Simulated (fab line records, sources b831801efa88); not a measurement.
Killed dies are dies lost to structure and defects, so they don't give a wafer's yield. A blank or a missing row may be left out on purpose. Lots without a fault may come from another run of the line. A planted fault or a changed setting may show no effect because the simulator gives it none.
fab line records | flow gf180mcu
record lots=5 wafers=15 last_day=33
route steps=602 shown V2@399 M3@409
lots that met no fault: from a run of the same line without faults
start_h: hours from the record's first day to the start of the lot's first wafer shown | wait_h: hours since the lot's step before | " the same as in the row above | L1.1+2: a row that stands for several wafers | - no value, or no start given | * or withheld: withheld | < > ~ a bound
route shown NAME@n: a module of which the file shows steps, and the number in the route of the first | usual: mean/standard deviation of fault-free wafers | same: alike in all rows | chamber/n: place in a boat | sites: the reading at each site | _std_site: their standard deviation | _edge_site: outer sites' mean less inner sites' | radius_mm: how far each site lies from the wafer's centre | mask NAME#n: copy n | behind: the tool/chamber that last shaped the wafer | hold: why the lot was held/for how many hours/how that ended | device: the transistor (n, p or np) that didn't switch | end of line: the same wafers' tests at the end of the route | a step without rows: its recipe alone | killed: dies lost to structure and defects at the first sort, not the wafer's yield | map: a wafer's dies, x killed, . not, _ none there
set.NAME: the setting as run; set.NAME@STEP: as run at that earlier step | model.NAME: the simulator's own value behind a step, which no gauge read
lots at some steps of the route; a table a step, a row a wafer
services: from which hour (start_h, from the record's first day; less than 0 if before it) a tool's chamber was out of use, for how many hours, and why
## steps
# step GF_V2_ETCH_17
# recipe chemistry=C4F8/O2/Ar mask_material=KrF target=SiO2 stop_on=TiN source_w=1500 bias_w=1200 pressure_mtorr=40 c4f8_flow_sccm=withheld O2_flow_sccm=6 Ar_flow_sccm=300 time_s=withheld target_depth_a=6300
# usual oes_product_au=0.856/0.0042
# columns lot.wafer tool chamber start_h wait_h oes_product_au
L082.1 rie_diel-04 0 - - 0.851
L082.2 " 1 " " 0.856
L082.5 " 1 " " 0.851
L083.2 rie_diel-02 2 - - 0.854
L083.4 " 3 " " 0.857
L083.5 " 0 " " 0.855
L086.1 rie_diel-02 3 - - 0.850
L086.2 " 1 " " 0.852
L086.3 " 2 " " 0.864
L092.2 rie_diel-04 3 - - 0.855
L092.3 " 0 " " 0.856
L092.5 " 3 " " 0.854
L094.1 rie_diel-03 1 - - 0.852
L094.3 " 0 " " 0.864
L094.6 " 0 " " 0.863
# step GF_V2_STRIP_18
# recipe chemistry=O2/N2 power_w=1400 pressure_mtorr=1500 platen_temp_c=250 o2_flow_sccm=3000 n2_flow_sccm=300 overash_fraction=0.5
# usual drypump_motor_current_A=5.6/0.53 heater_power_w=334/41 n2_flow_sccm=299.9/0.82 oes_product_au=0.593/0.0051
# columns lot.wafer tool chamber start_h wait_h drypump_motor_current_A heater_power_w n2_flow_sccm oes_product_au rf_hours_counter_h
L082.1 plasma_asher-01 1 534.61 - 4.8 350 299.3 0.598 91
L082.2 " 0 " " 5.8 301 300.6 0.598 91
L082.5 " 0 " " 5.8 309 299.4 0.602 -
L083.2 plasma_asher-02 0 541.62 - 5.1 314 301.4 0.603 77
L083.4 " 0 " " 5.1 303 300.3 0.603 -
L083.5 " 0 " " 5.1 307 300.8 0.588 -
L086.1 plasma_asher-03 1 566.75 - 6.1 417 299.2 0.598 15
L086.2 " 0 " " 5.5 286 298.7 0.588 15
L086.3 " 0 " " 5.4 294 299.5 0.590 -
L092.2 plasma_asher-02 1 607.50 - 6.3 338 301.4 0.584 84
L092.3 " 0 " " 5.1 312 300.4 0.592 -
L092.5 " 0 " " 5.1 310 298.9 0.589 -
L094.1 plasma_asher-03 0 623.31 - 5.5 297 299.9 0.577 21
L094.3 " 1 " " 6.1 420 299.0 0.589 -
L094.6 " 0 " " 5.5 289 299.3 0.598 -
# step GF_V2_STRIP_19
# recipe chemistry=post_etch_residue_remover time_s=1200 temp_c=72.5
# usual temp_c=72.50/0.12
# same time_s=1200
# columns lot.wafer tool chamber start_h wait_h temp_c
L082.1 wet_bench-01 0 534.71 0.1 72.58
L082.2 " 0 " " 72.64
L082.5 " 0 " " 72.65
L083.2 wet_bench-03 0 541.72 0.1 72.40
L083.4 " 0 " " 72.51
L083.5 " 0 " " 72.53
L086.1 wet_bench-01 3 566.85 0.1 72.51
L086.2 " 3 " " 72.50
L086.3 " 3 " " 72.51
L092.2 wet_bench-01 0 607.60 0.1 72.53
L092.3 " 0 " " 72.49
L092.5 " 0 " " 72.69
L094.1 wet_bench-02 3 623.41 0.1 72.67
L094.3 " 3 " " 72.52
L094.6 " 3 " " 72.44
# step GF_V2_CLEAN_20
# recipe chemistry=DIW dry=n2_spin
# columns lot.wafer tool chamber start_h wait_h
L082.1+2+5 wet_bench-03 2 535.09 0.0
L083.2+4+5 wet_bench-03 0 542.06 0.0
L086.1+2+3 wet_bench-02 3 567.19 0.0
L092.2+3+5 wet_bench-03 2 607.94 0.0
L094.1+3+6 wet_bench-03 3 623.82 0.0
# step GF_V2_SPUTTER_21
# recipe material=Ti target_thk_nm=15 chamber_pressure_pa=5 power_w=2500 substrate_temp_c=200 time_s=80.02
# usual throttle_valve_pct=29.1/1.4
# same time_s=80.02
# columns lot.wafer tool chamber start_h wait_h throttle_valve_pct
L082.1 pvd_sputter-04 - 535.18 0.0 28.9
L082.2 " - " " 29.5
L082.5 " - " " 29.3
L083.2 pvd_sputter-03 - 542.16 0.0 28.4
L083.4 " - " " 28.1
L083.5 " - " " 31.2
L086.1 pvd_sputter-01 - 567.29 0.0 29.7
L086.2 " - " " 30.3
L086.3 " - " " 26.1
L092.2 pvd_sputter-04 - 608.04 0.0 29.6
L092.3 " - " " 29.2
L092.5 " - " " 29.8
L094.1 pvd_sputter-01 - 623.92 0.0 29.3
L094.3 " - " " 30.5
L094.6 " - " " 29.5
# step GF_V2_SPUTTER_22
# recipe material=TiN target_thk_nm=10 chamber_pressure_pa=5 power_w=4000 time_s=40
# usual throttle_valve_pct=29.1/1.4
# same time_s=40
# columns lot.wafer tool chamber start_h wait_h throttle_valve_pct
L082.1 pvd_sputter-04 - 535.24 0.0 28.6
L082.2 " - " " 29.6
L082.5 " - " " 29.2
L083.2 pvd_sputter-03 - 542.22 0.0 28.2
L083.4 " - " " 28.2
L083.5 " - " " 30.9
L086.1 pvd_sputter-01 - 567.35 0.0 29.7
L086.2 " - " " 30.4
L086.3 " - " " 26.4
L092.2 pvd_sputter-04 - 608.10 0.0 29.7
L092.3 " - " " 29.2
L092.5 " - " " 29.7
L094.1 pvd_sputter-01 - 623.98 0.0 29.3
L094.3 " - " " 30.5
L094.6 " - " " 29.2
# step GF_V2_CVD_23
# recipe material=W target_thk_nm=350 time_s=104.94 temp_c=400 pressure_torr=40
# usual heater_power_w=889/88
# same time_s=104.94
# columns lot.wafer tool chamber start_h wait_h heater_power_w since_wet_clean_h
L082.1 cvd_w-02 1 535.28 0.0 899 131
L082.2 " 0 " " 878 131
L082.5 " 0 " " 847 -
L083.2 cvd_w-02 1 542.29 0.1 885 -
L083.4 " 1 " " 877 -
L083.5 " 1 " " 886 -
L086.1 cvd_w-01 0 567.39 0.0 792 663
L086.2 " 1 " " 1053 663
L086.3 " 1 " " 985 -
L092.2 cvd_w-02 1 608.14 0.0 908 204
L092.3 " 1 " " 908 -
L092.5 " 1 " " 876 -
L094.1 cvd_w-02 1 624.02 0.0 864 220
L094.3 " 1 " " 882 -
L094.6 " 1 " " 886 -
# step GF_V2_RS_MEAS_24
# recipe thk_meas_gauge=four-point-probe reads=W_of_V2_CVD_23+TiN_of_V2_SPUTTER_22+Ti_of_V2_SPUTTER_21
# usual V2_W_RS=0.325/0.006
# columns lot.wafer tool chamber start_h wait_h V2_W_RS[ohm/sq]
L082.1 film_metro-04 - 535.39 0.1 0.332
L082.2 " - " " 0.326
L082.5 " - " " 0.320
L083.2 film_metro-04 - 542.50 0.2 0.322
L083.4 " - " " 0.329
L083.5 " - " " 0.326
L086.1 film_metro-01 - 567.50 0.1 0.329
L086.2 " - " " 0.320
L086.3 " - " " 0.318
L092.2 film_metro-04 - 608.27 0.1 0.326
L092.3 " - " " 0.327
L092.5 " - " " 0.329
L094.1 film_metro-01 - 624.13 0.1 0.334
L094.3 " - " " 0.327
L094.6 " - " " 0.331
# step GF_V2_THK_MEAS_25
# recipe thk_meas_gauge=xrf reads=W_of_V2_CVD_23
# usual V2_W_THK=348/7.9
# columns lot.wafer tool chamber start_h wait_h V2_W_THK[nm]
L082.1 film_metro-04 - 535.51 0.1 338
L082.2 " - " " 343
L082.5 " - " " 347
L083.2 film_metro-04 - 542.61 0.1 348
L083.4 " - " " 341
L083.5 " - " " 343
L086.1 film_metro-01 - 567.62 0.1 349
L086.2 " - " " 360
L086.3 " - " " 365
L092.2 film_metro-04 - 608.38 0.1 343
L092.3 " - " " 342
L092.5 " - " " 339
L094.1 film_metro-01 - 624.25 0.1 341
L094.3 " - " " 350
L094.6 " - " " 347
# step GF_V2_CMP_26
# recipe stop_on=SiO2 down_force_psi=3.5 platen_rpm=60 t_overpolish_s=15 target_thk_nm=0 pad_velocity_m_s=0.94248
# usual motor_current_A=9.6/1.4 overpolish_run_s=15.001/0.009 time_to_endpoint_s=88/3.7
# same t_overpolish_s=15
# columns lot.wafer tool chamber start_h wait_h motor_current_A overpolish_run_s time_to_endpoint_s
L082.1 cmp-01 2 535.62 0.1 7.9 15.004 90
L082.2 " 0 " " 8.2 15.003 90
L082.5 " 2 " " 7.8 14.991 91
L083.2 cmp-02 1 542.76 0.1 9.1 15.001 81
L083.4 " 2 " " 8.6 15.007 89
L083.5 " 3 " " 11.3 14.990 90
L086.1 cmp-01 0 567.68 0.1 9.0 14.987 88
L086.2 " 1 " " 11.0 14.993 87
L086.3 " 2 " " 7.6 15.004 90
L092.2 cmp-01 1 608.48 0.1 10.6 15.022 83
L092.3 " 2 " " 7.3 14.991 86
L092.5 " 1 " " 10.3 15.004 83
L094.1 cmp-02 0 624.41 0.1 9.6 15.007 89
L094.3 " 1 " " 9.3 15.018 84
L094.6 " 3 " " 11.4 14.998 90
# step GF_M3_SPUTTER_00
# recipe material=Ti target_thk_nm=37.5 arriving_ion_energy_ev=80 substrate_temp_c=200 chamber_pressure_pa=2 power_w=4000 time_s=150
# usual throttle_valve_pct=29.3/1
# same time_s=150
# columns lot.wafer tool chamber start_h wait_h throttle_valve_pct
L082.1 pvd_sputter-04 - 535.87 0.2 28.7
L082.2 " - " " 29.3
L082.5 " - " " 29.4
L083.2 pvd_sputter-02 - 542.96 0.1 29.6
L083.4 " - " " 28.4
L083.5 " - " " 28.9
L086.1 pvd_sputter-02 - 567.98 0.2 29.7
L086.2 " - " " 30.8
L086.3 " - " " 28.2
L092.2 pvd_sputter-02 - 608.73 0.2 29.9
L092.3 " - " " 30.8
L092.5 " - " " 29.9
L094.1 pvd_sputter-04 - 624.61 0.1 29.8
L094.3 " - " " 29.6
L094.6 " - " " 29.3
# step GF_M3_SPUTTER_01
# recipe material=TiN target_thk_nm=30 power_w=6500 time_s=25 chamber_pressure_pa=0.4
# usual throttle_valve_pct=29.3/1
# same time_s=25
# columns lot.wafer tool chamber start_h wait_h throttle_valve_pct
L082.1 pvd_sputter-04 - 535.97 0.1 28.6
L082.2 " - " " 29.5
L082.5 " - " " 29.6
L083.2 pvd_sputter-02 - 543.06 0.1 29.6
L083.4 " - " " 28.4
L083.5 " - " " 28.9
L086.1 pvd_sputter-02 - 568.08 0.1 29.8
L086.2 " - " " 30.7
L086.3 " - " " 28.4
L092.2 pvd_sputter-02 - 608.83 0.1 29.5
L092.3 " - " " 30.7
L092.5 " - " " 29.7
L094.1 pvd_sputter-04 - 624.71 0.1 29.7
L094.3 " - " " 30.0
L094.6 " - " " 29.1
# step GF_M3_SPUTTER_02
# recipe material=AlCu target_thk_nm=450 power_w=10600 time_s=23.9 chamber_pressure_pa=0.4
# usual throttle_valve_pct=29.2/1
# same time_s=23.9
# columns lot.wafer tool chamber start_h wait_h throttle_valve_pct
L082.1 pvd_sputter-04 - 536.00 0.0 28.7
L082.2 " - " " 29.6
L082.5 " - " " 29.3
L083.2 pvd_sputter-02 - 543.09 0.0 29.6
L083.4 " - " " 28.1
L083.5 " - " " 29.3
L086.1 pvd_sputter-02 - 568.11 0.0 29.7
L086.2 " - " " 30.5
L086.3 " - " " 28.1
L092.2 pvd_sputter-02 - 608.86 0.0 29.9
L092.3 " - " " 30.4
L092.5 " - " " 29.7
L094.1 pvd_sputter-04 - 624.74 0.0 29.9
L094.3 " - " " 29.7
L094.6 " - " " 29.2
# step GF_M3_SPUTTER_03
# recipe material=Ti target_thk_nm=10 substrate_temp_c=300 chamber_pressure_pa=0.3 power_w=3000 time_s=6.7
# usual throttle_valve_pct=29.2/1
# same time_s=6.7
# columns lot.wafer tool chamber start_h wait_h throttle_valve_pct
L082.1 pvd_sputter-04 - 536.03 0.0 28.6
L082.2 " - " " 29.5
L082.5 " - " " 29.5
L083.2 pvd_sputter-02 - 543.12 0.0 29.9
L083.4 " - " " 28.1
L083.5 " - " " 29.0
L086.1 pvd_sputter-02 - 568.14 0.0 29.9
L086.2 " - " " 30.6
L086.3 " - " " 28.1
L092.2 pvd_sputter-02 - 608.89 0.0 29.5
L092.3 " - " " 30.4
L092.5 " - " " 29.9
L094.1 pvd_sputter-04 - 624.77 0.0 30.0
L094.3 " - " " 29.5
L094.6 " - " " 29.4
# step GF_M3_SPUTTER_04
# recipe material=TiN target_thk_nm=50 power_w=6500 time_s=41.7 chamber_pressure_pa=0.4
# usual throttle_valve_pct=29.2/1
# same time_s=41.7
# columns lot.wafer tool chamber start_h wait_h throttle_valve_pct
L082.1 pvd_sputter-04 - 536.05 0.0 28.9
L082.2 " - " " 29.5
L082.5 " - " " 29.4
L083.2 pvd_sputter-02 - 543.14 0.0 29.7
L083.4 " - " " 28.0
L083.5 " - " " 29.3
L086.1 pvd_sputter-02 - 568.16 0.0 29.7
L086.2 " - " " 30.9
L086.3 " - " " 28.3
L092.2 pvd_sputter-02 - 608.91 0.0 29.8
L092.3 " - " " 30.5
L092.5 " - " " 29.9
L094.1 pvd_sputter-04 - 624.79 0.0 29.8
L094.3 " - " " 29.4
L094.6 " - " " 29.1
# step GF_M3_RS_MEAS_05
# recipe thk_meas_gauge=four-point-probe reads=TiN_of_M3_SPUTTER_04+Ti_of_M3_SPUTTER_03+AlCu_of_M3_SPUTTER_02+TiN_of_M3_SPUTTER_01+Ti_of_M3_SPUTTER_00
# usual M3_ALCU_RS=0.0694/0.00065
# columns lot.wafer tool chamber start_h wait_h M3_ALCU_RS[ohm/sq]
L082.1 film_metro-03 - 536.09 0.0 0.0695
L082.2 " - " " 0.0697
L082.5 " - " " 0.0694
L083.2 film_metro-02 - 543.20 0.0 0.0699
L083.4 " - " " 0.0693
L083.5 " - " " 0.0690
L086.1 film_metro-02 - 568.20 0.0 0.0701
L086.2 " - " " 0.0696
L086.3 " - " " 0.0695
L092.2 film_metro-03 - 608.97 0.0 0.0705
L092.3 " - " " 0.0696
L092.5 " - " " 0.0700
L094.1 film_metro-04 - 624.83 0.0 0.0687
L094.3 " - " " 0.0695
L094.6 " - " " 0.0699
# step GF_M3_THK_MEAS_06
# recipe thk_meas_gauge=xrf reads=AlCu_of_M3_SPUTTER_02
# usual M3_ALCU_THK=455/4.9
# columns lot.wafer tool chamber start_h wait_h M3_ALCU_THK[nm]
L082.1 film_metro-03 - 536.21 0.1 449
L082.2 " - " " 447
L082.5 " - " " 449
L083.2 film_metro-02 - 543.31 0.1 456
L083.4 " - " " 460
L083.5 " - " " 461
L086.1 film_metro-02 - 568.32 0.1 451
L086.2 " - " " 452
L086.3 " - " " 454
L092.2 film_metro-03 - 609.08 0.1 450
L092.3 " - " " 453
L092.5 " - " " 452
L094.1 film_metro-04 - 624.95 0.1 459
L094.3 " - " " 453
L094.6 " - " " 453
## services
# columns tool chamber start_h hours kind
cmp-01 - 510.56 2.3 repair
rie_diel-03 2 529.82 6.0 repair
cmp-02 - 532.43 4.4 pm
cvd_w-02 0 539.67 6.0 repair
rie_diel-04 2 541.75 1.3 repair
cmp-02 - 543.82 3.0 repair
cvd_w-01 0 545.99 2.5 repair
pvd_sputter-01 - 548.28 1.2 repair
cmp-02 - 548.94 6.2 repair
rie_diel-04 2 556.22 3.2 repair
cmp-02 - 560.27 1.6 repair
rie_diel-04 0 561.68 22.8 repair
rie_diel-03 - 561.73 1.8 repair
cmp-02 - 572.15 4.0 pm
wet_bench-03 - 572.91 1.9 pm
cmp-01 - 575.70 4.2 repair
rie_diel-02 2 576.51 5.1 repair
cmp-02 - 586.02 0.8 repair
cmp-01 - 587.65 3.7 repair
plasma_asher-03 - 588.93 2.9 repair
pvd_sputter-03 - 591.35 1.1 repair
plasma_asher-03 - 595.63 2.9 repair
cmp-01 - 605.92 0.5 repair
cmp-02 - 608.29 3.4 repair
## key
fault none
